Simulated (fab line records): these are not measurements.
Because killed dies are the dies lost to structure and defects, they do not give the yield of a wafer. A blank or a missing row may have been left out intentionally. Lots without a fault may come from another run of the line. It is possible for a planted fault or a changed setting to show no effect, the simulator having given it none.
fab line records	flow sky130
record lots=12	wafers=36	last_day=50
route steps=708 shown CAPM@541 METAL3@565 METAL4@600 METAL5@662 PAD_OPEN@708
lots with no fault: from the same line, run without faults
start_h: hours from the record's opening day to when the first of the lot's shown wafers began	wait_h: how many hours have passed since the lot's step before this one	" the same as in the row above	L1.1+2: a row that stands for several wafers	- either no value or no given start	* or withheld: withheld	< > ~ a bound
route shown NAME@n: NAME is a module with steps in the file, n the number in the route of the first one	usual: mean/standard deviation of fault-free wafers	same: alike in all rows	chamber/n: place in a boat	sites: readings site by site	_std_site: how widely they spread, as a standard deviation	_edge_site: mean of outer sites minus mean of inner sites	radius_mm: for every site, how far away it sits from the centre of the wafer	mask NAME#n: copy n	behind: the last tool/chamber to shape the wafer	hold: why the lot went on hold/how many hours it stayed there/how the hold came to an end	device: names the non-switching transistor (n, p or np)	end of line: the same wafers' tests at the end of the route	a step with no rows: only its recipe	killed: at the first sort, the dies lost to defects and structure; wafer yield is something else	map: the dies of a wafer, with x for killed, . for not killed, _ for no die there
set.NAME: the setting as run; set.NAME@STEP: as run at that earlier step	model.NAME: the simulator's own value behind a step, which no gauge read
route steps across a sampled set of lots; one table per step, one row per wafer
services: the hour from which a tool's chamber was out of use, counted from the record's first day as start_h (under 0 if before that day), plus the number of hours and why
## steps
# step SKY_CAPM_THK_MEAS_04
# recipe thk_meas_gauge=xrf	reads=TiN_of_CAPM_SPUTTER_02
# usual CAPM_TIN_THK=200.2/2.3
lot.wafer	tool	chamber	start_h	wait_h	CAPM_TIN_THK[nm]
L731.3	film_metro-02	-	849.37	0.1	204.3
L731.5	"	-	"	"	203.6
L731.6	"	-	"	"	200.9
L732.2	film_metro-02	-	853.30	0.1	198.8
L732.4	"	-	"	"	202.3
L732.6	"	-	"	"	201.5
L733.1	film_metro-01	-	865.83	0.1	196.1
L733.4	"	-	"	"	194.8
L733.5	"	-	"	"	197.4
L734.1	film_metro-03	-	871.69	0.1	196.2
L734.4	"	-	"	"	198.7
L734.5	"	-	"	"	201.6
L735.2	film_metro-02	-	884.84	0.1	195.7
L735.5	"	-	"	"	198.7
L735.6	"	-	"	"	197.2
L736.1	film_metro-02	-	888.01	0.1	201.4
L736.3	"	-	"	"	202.1
L736.4	"	-	"	"	200.9
L737.3	film_metro-02	-	896.23	0.1	204.0
L737.4	"	-	"	"	203.1
L737.6	"	-	"	"	200.7
L738.3	film_metro-01	-	901.37	0.1	198.5
L738.4	"	-	"	"	199.4
L738.6	"	-	"	"	197.8
L739.1	film_metro-01	-	916.94	0.1	198.8
L739.2	"	-	"	"	198.2
L739.4	"	-	"	"	201.7
L748.4	film_metro-01	-	982.56	0.1	199.4
L748.5	"	-	"	"	196.1
L748.6	"	-	"	"	200.0
L753.1	film_metro-03	-	1021.10	0.1	202.1
L753.2	"	-	"	"	196.9
L753.4	"	-	"	"	199.2
L751.1	film_metro-03	-	1021.92	0.1	201.2
L751.3	"	-	"	"	202.3
L751.6	"	-	"	"	201.2
# step SKY_METAL3_DESCUM_15
# recipe chemistry=O2	source_power_w=150	bias_power_w=0	pressure_mtorr=10	temp_c=40	time_s=8
# usual drypump_motor_current_A=6.3/0.33	oes_product_au=0.999/0.012
# same time_s=8
lot.wafer	tool	chamber	start_h	wait_h	drypump_motor_current_A	oes_product_au	rf_hours_counter_h
L731.3	rie_metal-03	1	901.10	0.0	5.8	1.023	-
L731.5	"	1	"	"	5.8	1.019	-
L731.6	"	0	"	"	6.3	0.986	-
L732.2	rie_metal-02	0	905.80	0.0	6.6	0.989	-
L732.4	"	0	"	"	6.6	0.997	-
L732.6	"	0	"	"	6.6	0.990	-
L733.1	rie_metal-03	0	916.88	0.0	6.3	0.993	14
L733.4	"	0	"	"	6.3	0.992	-
L733.5	"	1	"	"	5.8	1.017	-
L734.1	rie_metal-02	0	921.94	0.0	6.6	0.997	5
L734.4	"	1	"	"	6.6	0.999	-
L734.5	"	0	"	"	6.6	1.003	-
L735.2	rie_metal-04	1	935.79	0.0	6.4	0.997	3
L735.5	"	1	"	"	6.4	0.995	-
L735.6	"	0	"	"	5.7	1.006	-
L736.1	rie_metal-03	1	937.54	0.0	5.8	1.019	7
L736.3	"	1	"	"	5.8	1.021	-
L736.4	"	0	"	"	6.3	1.006	-
L737.3	rie_metal-02	0	946.78	0.0	6.6	0.992	-
L737.4	"	0	"	"	6.6	0.981	-
L737.6	"	0	"	"	6.6	0.990	-
L738.3	rie_metal-04	1	952.35	0.0	6.4	1.005	-
L738.4	"	0	"	"	5.8	1.009	-
L738.6	"	1	"	"	6.4	1.003	-
L739.1	rie_metal-02	1	966.29	0.0	6.5	0.993	3
L739.2	"	0	"	"	6.6	0.985	7
L739.4	"	1	"	"	6.5	0.994	-
L748.4	rie_metal-02	1	1028.49	0.0	6.5	0.995	-
L748.5	"	1	"	"	6.6	0.990	-
L748.6	"	0	"	"	6.6	0.985	-
L753.1	rie_metal-03	1	1065.64	0.0	5.8	1.011	13
L753.2	"	0	"	"	6.3	1.009	21
L753.4	"	1	"	"	5.8	1.014	-
L751.1	rie_metal-02	0	1066.14	0.0	6.6	0.980	13
L751.3	"	0	"	"	6.6	0.983	-
L751.6	"	1	"	"	6.5	0.982	-
# step SKY_METAL4_SPUTTER_02
# recipe material=AlCu	target_thk_nm=735	power_w=10600	time_s=39.1	chamber_pressure_pa=0.4
# usual throttle_valve_pct=30.4/0.68
# same time_s=39.1
lot.wafer	tool	chamber	start_h	wait_h	throttle_valve_pct
L731.3	pvd_sputter-03	-	929.21	0.0	30.2
L731.5	"	-	"	"	29.8
L731.6	"	-	"	"	29.5
L732.2	pvd_sputter-03	-	934.26	0.0	29.7
L732.4	"	-	"	"	30.5
L732.6	"	-	"	"	29.9
L733.1	pvd_sputter-01	-	945.18	0.0	31.1
L733.4	"	-	"	"	30.3
L733.5	"	-	"	"	31.3
L734.1	pvd_sputter-01	-	949.70	0.0	31.0
L734.4	"	-	"	"	29.1
L734.5	"	-	"	"	29.0
L735.2	pvd_sputter-01	-	963.57	0.0	31.3
L735.5	"	-	"	"	30.1
L735.6	"	-	"	"	29.1
L736.1	pvd_sputter-01	-	965.32	0.0	29.1
L736.3	"	-	"	"	30.2
L736.4	"	-	"	"	31.1
L737.3	pvd_sputter-01	-	974.02	0.0	30.7
L737.4	"	-	"	"	29.1
L737.6	"	-	"	"	31.1
L738.3	pvd_sputter-01	-	979.02	0.0	31.4
L738.4	"	-	"	"	30.7
L738.6	"	-	"	"	31.1
L739.1	pvd_sputter-01	-	993.09	0.0	30.5
L739.2	"	-	"	"	31.0
L739.4	"	-	"	"	31.2
L748.4	pvd_sputter-01	-	1053.04	0.0	29.1
L748.5	"	-	"	"	31.5
L748.6	"	-	"	"	30.3
L753.1	pvd_sputter-04	-	1089.09	0.0	29.4
L753.2	"	-	"	"	30.6
L753.4	"	-	"	"	30.9
L751.1	pvd_sputter-01	-	1089.21	0.0	31.1
L751.3	"	-	"	"	31.2
L751.6	"	-	"	"	31.1
# step SKY_METAL5_SPUTTER_01
# recipe material=TiN	target_thk_nm=20	power_w=6500	time_s=16.7	chamber_pressure_pa=0.4
# usual throttle_valve_pct=30.1/0.61
# same time_s=16.7
lot.wafer	tool	chamber	start_h	wait_h	throttle_valve_pct
L731.3	pvd_sputter-03	-	1005.18	0.0	29.9
L731.5	"	-	"	"	30.5
L731.6	"	-	"	"	30.0
L732.2	pvd_sputter-02	-	1008.65	0.0	29.1
L732.4	"	-	"	"	31.3
L732.6	"	-	"	"	31.2
L733.1	pvd_sputter-03	-	1020.35	0.0	30.1
L733.4	"	-	"	"	30.1
L733.5	"	-	"	"	30.2
L734.1	pvd_sputter-02	-	1022.93	0.0	28.9
L734.4	"	-	"	"	31.3
L734.5	"	-	"	"	29.2
L735.2	pvd_sputter-03	-	1035.95	0.0	29.6
L735.5	"	-	"	"	29.7
L735.6	"	-	"	"	29.7
L736.1	pvd_sputter-02	-	1037.39	0.0	30.5
L736.3	"	-	"	"	29.1
L736.4	"	-	"	"	29.8
L737.3	pvd_sputter-03	-	1045.82	0.0	30.3
L737.4	"	-	"	"	29.9
L737.6	"	-	"	"	29.9
L738.3	pvd_sputter-03	-	1050.26	0.0	29.7
L738.4	"	-	"	"	30.5
L738.6	"	-	"	"	29.9
L739.1	pvd_sputter-04	-	1063.35	0.0	30.6
L739.2	"	-	"	"	30.8
L739.4	"	-	"	"	30.7
L748.4	pvd_sputter-03	-	1119.16	0.0	29.9
L748.5	"	-	"	"	29.8
L748.6	"	-	"	"	30.3
L753.1	pvd_sputter-04	-	1149.36	0.0	31.2
L753.2	"	-	"	"	29.3
L753.4	"	-	"	"	30.7
L751.1	pvd_sputter-04	-	1151.61	0.0	29.2
L751.3	"	-	"	"	31.0
L751.6	"	-	"	"	29.2
# step SKY_PAD_OPEN_PROBE_99
# usual defect_limited_yield=82.3/2	killed_at_M0_to_M3=43/6.8	killed_at_M4_up=3.2/1.9	killed_at_contacts=24/5	killed_at_front_end=16/4.9	killed_at_other=0.4/0.76	killed_dies=87/10	killed_on_rim=17/3.9	killed_open=47/7.3	killed_short=39/6.2	sort_bin_3_pad_short=0.9/0.4	sort_bin_5_function=10.5/1.5	sort_bin_6_memory=6.4/1.2	sort_n_pass=405/10	sort_yield_pct=82.3/2
# same gross_dies=492	killed_at_back_side=0	sort_bin_4_leakage[%]=0	sort_bin_8_speed[%]=0
lot.wafer	tool	chamber	start_h	wait_h	hold	defect_limited_yield[%]	killed_at_M0_to_M3	killed_at_M4_up	killed_at_contacts	killed_at_front_end	killed_at_other	killed_dies	killed_on_rim	killed_open	killed_short	sort_bin_3_pad_short[%]	sort_bin_5_function[%]	sort_bin_6_memory[%]	sort_n_pass	sort_yield_pct[%]
L731.3	prober-01	-	1074.42	0.2	-	84.3	46	2	18	11	0	77	12	46	31	0.4	8.7	6.5	415	84.3
L731.5	prober-01	-	1074.52	0.2	-	79.3	50	7	25	19	1	102	20	49	53	0.8	12.0	7.9	390	79.3
L731.6	prober-01	-	1074.57	0.2	-	82.9	38	2	28	16	0	84	17	52	32	0.2	10.6	6.3	408	82.9
L732.2	prober-02	-	1077.75	0.1	-	82.1	44	1	27	16	0	88	12	50	38	0.4	10.8	6.7	404	82.1
L732.4	prober-02	-	1077.85	0.2	-	82.3	45	5	18	19	0	87	24	44	43	1.6	10.8	5.3	405	82.3
L732.6	prober-02	-	1077.95	0.2	-	82.7	43	0	23	18	1	85	15	44	41	1.0	11.0	5.3	407	82.7
L733.1	prober-01	-	1087.61	0.1	-	80.9	45	4	31	14	0	94	16	57	36	0.8	9.8	8.5	398	80.9
L733.4	prober-01	-	1087.76	0.2	-	84.8	36	3	22	14	0	75	13	41	33	1.2	9.8	4.3	417	84.8
L733.5	prober-01	-	1087.81	0.2	-	84.8	47	1	22	5	0	75	18	47	28	0.8	9.8	4.7	417	84.8
L734.1	prober-02	-	1090.87	0.1	-	81.5	42	6	26	17	0	91	21	48	43	0.8	11.0	6.7	401	81.5
L734.4	prober-02	-	1091.02	0.2	-	83.1	42	3	24	12	2	83	14	42	41	0.6	9.3	6.9	409	83.1
L734.5	prober-02	-	1091.07	0.2	-	80.9	48	3	23	20	0	94	19	53	41	0.4	12.8	5.9	398	80.9
L735.2	prober-01	-	1102.55	0.1	-	79.3	42	4	33	23	0	102	24	41	61	1.0	11.8	7.9	390	79.3
L735.5	prober-01	-	1102.70	0.2	-	80.5	45	3	27	21	0	96	15	52	44	1.4	9.8	8.3	396	80.5
L735.6	prober-01	-	1102.75	0.2	-	81.7	42	8	26	14	0	90	20	49	40	0.2	10.4	7.7	402	81.7
L736.1	prober-02	-	1103.69	0.1	-	81.3	46	4	27	13	2	92	17	51	39	0.2	10.2	8.3	400	81.3
L736.3	prober-02	-	1103.79	0.2	-	80.1	45	4	35	13	1	98	25	52	45	1.0	13.0	5.9	394	80.1
L736.4	prober-02	-	1103.84	0.2	-	82.1	50	3	26	8	1	88	16	43	44	0.6	11.0	6.3	404	82.1
L737.3	prober-01	-	1110.96	0.2	-	84.8	39	3	20	11	2	75	17	40	35	0.2	9.1	5.9	417	84.8
L737.4	prober-01	-	1111.01	0.2	-	80.7	48	2	26	19	0	95	20	59	36	0.8	12.0	6.5	397	80.7
L737.6	prober-01	-	1111.11	0.2	-	84.8	52	0	17	6	0	75	10	50	25	0.4	9.1	5.7	417	84.8
L738.3	prober-02	-	1115.70	0.2	await_dispo/2.4h/release	76.6	39	32	25	19	0	115	31	41	45	2.4	15.0	5.9	377	76.6
L738.4	prober-02	-	1115.75	0.2	await_dispo/2.4h/release	81.3	42	2	28	19	1	92	16	56	36	0.8	10.4	7.5	400	81.3
L738.6	prober-02	-	1115.85	0.2	await_dispo/2.4h/release	81.1	47	4	25	17	0	93	20	48	45	0.4	10.8	7.7	399	81.1
L739.1	prober-01	-	1126.85	0.1	await_dispo/3.0h/release	83.1	35	5	27	16	0	83	20	47	36	0.8	9.6	6.5	409	83.1
L739.2	prober-01	-	1126.90	0.1	await_dispo/3.0h/release	76.8	40	28	27	19	0	114	25	46	41	3.0	13.2	6.9	378	76.8
L739.4	prober-01	-	1127.00	0.2	await_dispo/3.0h/release	85.0	34	3	26	11	0	74	13	34	40	0.6	8.3	6.1	418	85.0
L748.4	prober-02	-	1176.35	0.2	-	76.6	60	1	23	31	0	115	24	63	52	0.6	12.4	10.4	377	76.6
L748.5	prober-02	-	1176.40	0.2	-	83.9	42	5	17	13	2	79	15	48	29	0.6	8.5	6.9	413	83.9
L748.6	prober-02	-	1176.45	0.2	-	78.5	52	2	26	25	1	106	15	61	44	0.6	10.8	10.2	386	78.5
L753.1	prober-02	-	1201.81	0.1	-	80.1	48	1	31	18	0	98	19	52	46	0.8	12.0	7.1	394	80.1
L753.2	prober-02	-	1201.86	0.1	-	84.1	36	1	26	14	1	78	12	44	34	1.2	9.1	5.5	414	84.1
L753.4	prober-02	-	1201.96	0.2	-	83.3	40	3	23	15	1	82	11	43	39	0.6	11.0	5.1	410	83.3
L751.1	prober-01	-	1203.69	0.1	-	84.1	44	2	23	9	0	78	11	43	35	1.2	9.8	4.9	414	84.1
L751.3	prober-01	-	1203.79	0.2	-	84.3	38	2	25	12	0	77	13	32	45	0.6	9.3	5.7	415	84.3
L751.6	prober-01	-	1203.94	0.2	-	85.6	37	4	18	12	0	71	17	37	34	0.2	8.3	5.9	421	85.6
# killed by level:class
L731.3 VIA1:geometric_particle:open=9 VIA2:geometric_particle:open=9 POLY_GATE:geometric_particle:open=6 METAL2:geometric_particle:short=6 LI_CONTACT:geometric_particle:open=5 CONTACT:geometric_particle:open=5 VIA3:geometric_particle:open=5 LOCAL_INTERCONNECT:geometric_particle:short=4
L731.5 CONTACT:geometric_particle:open=9 VIA1:geometric_particle:open=9 METAL2:geometric_particle:short=8 POLY_GATE:geometric_particle:open=7 VIA1:geometric_particle:short=7 LI_CONTACT:geometric_particle:open=6 CONTACT:geometric_particle:short=6 METAL1:geometric_particle:short=6
L731.6 CONTACT:geometric_particle:open=18 VIA1:geometric_particle:open=11 FIELD_ISO:geometric_particle:open=7 METAL1:geometric_particle:short=5 CONTACT:geometric_particle:short=4 METAL2:geometric_particle:short=4 VIA2:geometric_particle:open=4 POLY_GATE:geometric_particle:open=3
L732.2 LI_CONTACT:geometric_particle:open=11 VIA1:geometric_particle:open=9 VIA2:geometric_particle:open=9 POLY_GATE:geometric_particle:open=5 LI_CONTACT:geometric_particle:short=5 LOCAL_INTERCONNECT:geometric_particle:short=5 METAL2:geometric_particle:short=5 VIA1:geometric_particle:short=5
L732.4 VIA1:geometric_particle:open=12 CONTACT:geometric_particle:open=7 VIA1:geometric_particle:short=7 VIA3:geometric_particle:open=7 METAL1:geometric_particle:short=6 POLY_GATE:geometric_particle:open=5 LI_CONTACT:geometric_particle:open=5 FIELD_ISO:geometric_particle:short=4
L732.6 VIA1:geometric_particle:open=15 POLY_GATE:geometric_particle:short=12 CONTACT:geometric_particle:open=11 LI_CONTACT:geometric_particle:open=5 VIA1:geometric_particle:short=5 VIA2:geometric_particle:open=4 METAL1:geometric_particle:short=4 METAL2:geometric_particle:short=4
L733.1 LI_CONTACT:geometric_particle:open=13 CONTACT:geometric_particle:open=12 VIA1:geometric_particle:open=11 METAL1:geometric_particle:short=8 VIA1:geometric_particle:short=6 METAL2:geometric_particle:short=6 VIA2:geometric_particle:open=5 VIA3:geometric_particle:open=5
L733.4 VIA1:geometric_particle:open=15 LI_CONTACT:geometric_particle:open=7 VIA1:geometric_particle:short=6 POLY_GATE:geometric_particle:open=5 CONTACT:geometric_particle:short=5 VIA2:geometric_particle:open=5 CONTACT:geometric_particle:open=4 FIELD_ISO:geometric_particle:short=3
L733.5 VIA1:geometric_particle:open=12 VIA2:geometric_particle:open=11 CONTACT:geometric_particle:open=8 LI_CONTACT:geometric_particle:open=5 VIA2:geometric_particle:short=5 CONTACT:geometric_particle:short=4 METAL1:geometric_particle:short=4 VIA1:geometric_particle:short=4
L734.1 VIA1:geometric_particle:open=12 CONTACT:geometric_particle:open=10 METAL2:geometric_particle:short=6 VIA3:geometric_particle:short=6 LOCAL_INTERCONNECT:geometric_particle:short=5 LI_CONTACT:geometric_particle:open=5 METAL1:geometric_particle:short=5 POLY_GATE:geometric_particle:short=4
L734.4 VIA1:geometric_particle:open=13 CONTACT:geometric_particle:open=10 VIA2:geometric_particle:open=7 LI_CONTACT:geometric_particle:open=7 METAL1:geometric_particle:short=7 METAL2:geometric_particle:short=6 LOCAL_INTERCONNECT:geometric_particle:short=4 VIA1:geometric_particle:short=4
L734.5 VIA1:geometric_particle:open=13 CONTACT:geometric_particle:open=9 VIA3:geometric_particle:open=8 FIELD_ISO:geometric_particle:open=7 CONTACT:geometric_particle:short=6 VIA1:geometric_particle:short=6 POLY_GATE:geometric_particle:open=5 METAL2:geometric_particle:short=5
L735.2 VIA1:geometric_particle:open=9 METAL2:geometric_particle:short=9 FIELD_ISO:geometric_particle:short=8 CONTACT:geometric_particle:open=8 CONTACT:geometric_particle:short=7 LI_CONTACT:geometric_particle:short=7 LI_CONTACT:geometric_particle:open=7 METAL1:geometric_particle:short=6
L735.5 CONTACT:geometric_particle:open=12 VIA1:geometric_particle:open=11 FIELD_ISO:geometric_particle:short=8 VIA2:geometric_particle:open=8 METAL1:geometric_particle:short=7 FIELD_ISO:geometric_particle:open=6 METAL2:geometric_particle:short=5 CONTACT:geometric_particle:short=4
L735.6 VIA1:geometric_particle:open=15 CONTACT:geometric_particle:open=8 CONTACT:geometric_particle:short=7 METAL4:geometric_particle:short=7 METAL2:geometric_particle:short=6 VIA2:geometric_particle:open=6 LI_CONTACT:geometric_particle:open=5 VIA1:geometric_particle:short=3
L736.1 VIA1:geometric_particle:open=12 VIA2:geometric_particle:open=9 LI_CONTACT:geometric_particle:open=8 CONTACT:geometric_particle:short=8 CONTACT:geometric_particle:open=6 POLY_GATE:geometric_particle:open=5 METAL2:geometric_particle:short=5 VIA3:geometric_particle:open=5
L736.3 CONTACT:geometric_particle:open=14 VIA1:geometric_particle:open=12 LI_CONTACT:geometric_particle:short=6 LI_CONTACT:geometric_particle:open=6 VIA1:geometric_particle:short=6 VIA3:geometric_particle:open=6 CONTACT:geometric_particle:short=5 VIA2:geometric_particle:open=5
L736.4 VIA1:geometric_particle:open=9 VIA2:geometric_particle:open=9 METAL2:geometric_particle:short=8 LI_CONTACT:geometric_particle:open=7 LI_CONTACT:geometric_particle:short=6 METAL1:geometric_particle:short=6 VIA1:geometric_particle:short=6 CONTACT:geometric_particle:short=5
L737.3 VIA1:geometric_particle:open=10 LI_CONTACT:geometric_particle:open=7 CONTACT:geometric_particle:open=7 METAL1:geometric_particle:short=5 VIA2:geometric_particle:short=4 FIELD_ISO:geometric_particle:short=4 CONTACT:geometric_particle:short=4 METAL1:geometric_particle:open=4
L737.4 VIA1:geometric_particle:open=16 LI_CONTACT:geometric_particle:open=10 CONTACT:geometric_particle:open=10 VIA1:geometric_particle:short=10 VIA2:geometric_particle:open=7 VIA3:geometric_particle:open=5 FIELD_ISO:geometric_particle:open=4 POLY_GATE:geometric_particle:short=4
L737.6 VIA1:geometric_particle:open=20 METAL2:geometric_particle:short=9 CONTACT:geometric_particle:open=7 VIA3:geometric_particle:open=6 VIA2:geometric_particle:open=5 LI_CONTACT:geometric_particle:open=4 METAL3:geometric_particle:short=4 FIELD_ISO:geometric_particle:open=3
L738.3 METAL4:unspecified=29 VIA2:geometric_particle:open=7 LI_CONTACT:geometric_particle:open=7 METAL3:geometric_particle:short=7 CONTACT:geometric_particle:open=6 VIA1:geometric_particle:open=6 POLY_GATE:geometric_particle:open=5 POLY_GATE:geometric_particle:short=5
L738.4 CONTACT:geometric_particle:open=12 VIA1:geometric_particle:open=9 POLY_GATE:geometric_particle:open=8 VIA3:geometric_particle:open=7 LI_CONTACT:geometric_particle:open=6 METAL1:geometric_particle:short=6 VIA2:geometric_particle:open=6 METAL3:geometric_particle:short=5
L738.6 CONTACT:geometric_particle:open=11 VIA1:geometric_particle:open=10 VIA2:geometric_particle:open=9 VIA3:geometric_particle:open=8 FIELD_ISO:geometric_particle:short=5 CONTACT:geometric_particle:short=5 POLY_GATE:geometric_particle:short=4 VIA3:geometric_particle:short=4
L739.1 LI_CONTACT:geometric_particle:open=9 VIA1:geometric_particle:open=9 CONTACT:geometric_particle:open=7 POLY_GATE:geometric_particle:short=5 METAL2:geometric_particle:short=5 VIA2:geometric_particle:open=5 VIA3:geometric_particle:open=5 FIELD_ISO:geometric_particle:open=4
L739.2 METAL4:unspecified=27 VIA1:geometric_particle:open=15 CONTACT:geometric_particle:open=8 METAL1:geometric_particle:short=6 LI_CONTACT:geometric_particle:open=6 POLY_GATE:geometric_particle:short=5 POLY_GATE:geometric_particle:open=4 CONTACT:geometric_particle:short=4
L739.4 LOCAL_INTERCONNECT:geometric_particle:short=8 CONTACT:geometric_particle:open=8 VIA2:geometric_particle:open=6 VIA1:geometric_particle:open=5 VIA3:geometric_particle:open=5 FIELD_ISO:geometric_particle:short=4 LI_CONTACT:geometric_particle:open=4 METAL2:geometric_particle:short=4
L748.4 VIA1:geometric_particle:open=12 CONTACT:geometric_particle:open=12 FIELD_ISO:geometric_particle:short=9 POLY_GATE:geometric_particle:open=9 VIA3:geometric_particle:open=8 VIA1:geometric_particle:short=8 VIA2:geometric_particle:open=7 VIA2:geometric_particle:short=6
L748.5 VIA1:geometric_particle:open=14 CONTACT:geometric_particle:open=10 LI_CONTACT:geometric_particle:open=6 VIA3:geometric_particle:open=5 METAL4:geometric_particle:short=5 POLY_GATE:geometric_particle:open=4 VIA1:geometric_particle:short=4 POLY_GATE:geometric_particle:short=3
L748.6 CONTACT:geometric_particle:open=14 VIA1:geometric_particle:open=11 VIA3:geometric_particle:open=10 FIELD_ISO:geometric_particle:short=8 LI_CONTACT:geometric_particle:open=6 METAL2:geometric_particle:short=6 VIA2:geometric_particle:open=6 VIA3:geometric_particle:short=5
L753.1 VIA1:geometric_particle:open=12 CONTACT:geometric_particle:open=11 CONTACT:geometric_particle:short=9 VIA1:geometric_particle:short=8 LI_CONTACT:geometric_particle:open=7 VIA3:geometric_particle:open=7 POLY_GATE:geometric_particle:short=6 VIA2:geometric_particle:open=5
L753.2 CONTACT:geometric_particle:open=11 LI_CONTACT:geometric_particle:open=9 VIA1:geometric_particle:open=7 METAL3:geometric_particle:short=7 METAL1:geometric_particle:short=6 FIELD_ISO:geometric_particle:open=4 FIELD_ISO:geometric_particle:short=4 VIA2:geometric_particle:open=4
L753.4 LI_CONTACT:geometric_particle:open=11 VIA1:geometric_particle:open=9 POLY_GATE:geometric_particle:short=6 CONTACT:geometric_particle:open=6 VIA2:geometric_particle:open=6 METAL2:geometric_particle:short=5 METAL3:geometric_particle:short=5 METAL1:geometric_particle:short=4
L751.1 VIA1:geometric_particle:open=9 VIA3:geometric_particle:open=8 LI_CONTACT:geometric_particle:open=7 LOCAL_INTERCONNECT:geometric_particle:short=6 CONTACT:geometric_particle:open=5 METAL1:geometric_particle:short=5 METAL3:geometric_particle:short=5 FIELD_ISO:geometric_particle:open=4
L751.3 METAL1:geometric_particle:short=10 CONTACT:geometric_particle:open=9 LI_CONTACT:geometric_particle:open=7 FIELD_ISO:geometric_particle:short=6 VIA1:geometric_particle:short=6 VIA1:geometric_particle:open=5 METAL2:geometric_particle:short=5 POLY_GATE:geometric_particle:short=4
L751.6 VIA1:geometric_particle:open=8 CONTACT:geometric_particle:open=6 FIELD_ISO:geometric_particle:open=5 LOCAL_INTERCONNECT:geometric_particle:short=5 VIA1:geometric_particle:short=5 METAL2:geometric_particle:short=5 POLY_GATE:geometric_particle:open=4 CONTACT:geometric_particle:short=4
## services
tool	chamber	start_h	hours	kind
rie_metal-03	0	888.68	1.4	repair
pvd_sputter-03	1	899.23	-	consumable_replace:kit
pvd_sputter-03	1	899.23	18.0	scheduled_down
pvd_sputter-03	-	904.31	11.2	repair
rie_metal-02	0	934.78	5.6	repair
rie_metal-02	1	946.32	1.4	repair
pvd_sputter-01	-	953.83	4.6	repair
pvd_sputter-04	-	988.84	52.3	repair
pvd_sputter-01	1	993.20	-	consumable_replace:kit
pvd_sputter-01	1	993.20	18.0	scheduled_down
pvd_sputter-01	1	993.20	18.0	vent_cycle
rie_metal-03	-	1023.00	19.2	repair
rie_metal-04	0	1043.23	22.2	repair
rie_metal-03	-	1050.76	0.2	repair
rie_metal-02	-	1053.13	0.3	repair
pvd_sputter-01	-	1067.36	2.2	repair
rie_metal-03	-	1067.54	0.6	repair
pvd_sputter-01	0	1106.07	-	consumable_replace:kit
pvd_sputter-01	0	1106.07	18.0	scheduled_down
pvd_sputter-01	0	1106.07	18.0	vent_cycle
pvd_sputter-04	-	1108.19	9.8	repair
pvd_sputter-02	-	1124.34	0.6	repair
pvd_sputter-04	-	1138.74	2.5	repair
pvd_sputter-03	-	1151.14	3.7	repair
## key
first_sign step=SKY_PAD_OPEN_PROBE_99	reading=killed_at_M4_up	direction=up	sigmas=14	usual=3.2	struck=30
effect step=SKY_PAD_OPEN_PROBE_99	reading=sort_bin_3_pad_short	direction=up	sigmas=4.7	usual=0.9	struck=2.7
met_at SKY_METAL4_SPUTTER_02
struck_lots L738,L739
struck_wafers L738.3,L739.2
not_acting_at SKY_CAPM_THK_MEAS_04,SKY_METAL3_DESCUM_15,SKY_METAL5_SPUTTER_01
onset_between 945.18 979.02
fault kind=chamber_particle_source	tool=pvd_sputter-01	chamber=-	onset_h=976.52	steps=SKY_METAL4_SPUTTER_02	rate_per_visit_cm2=1.9259	end_h=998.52	scope=struck_wafers_only
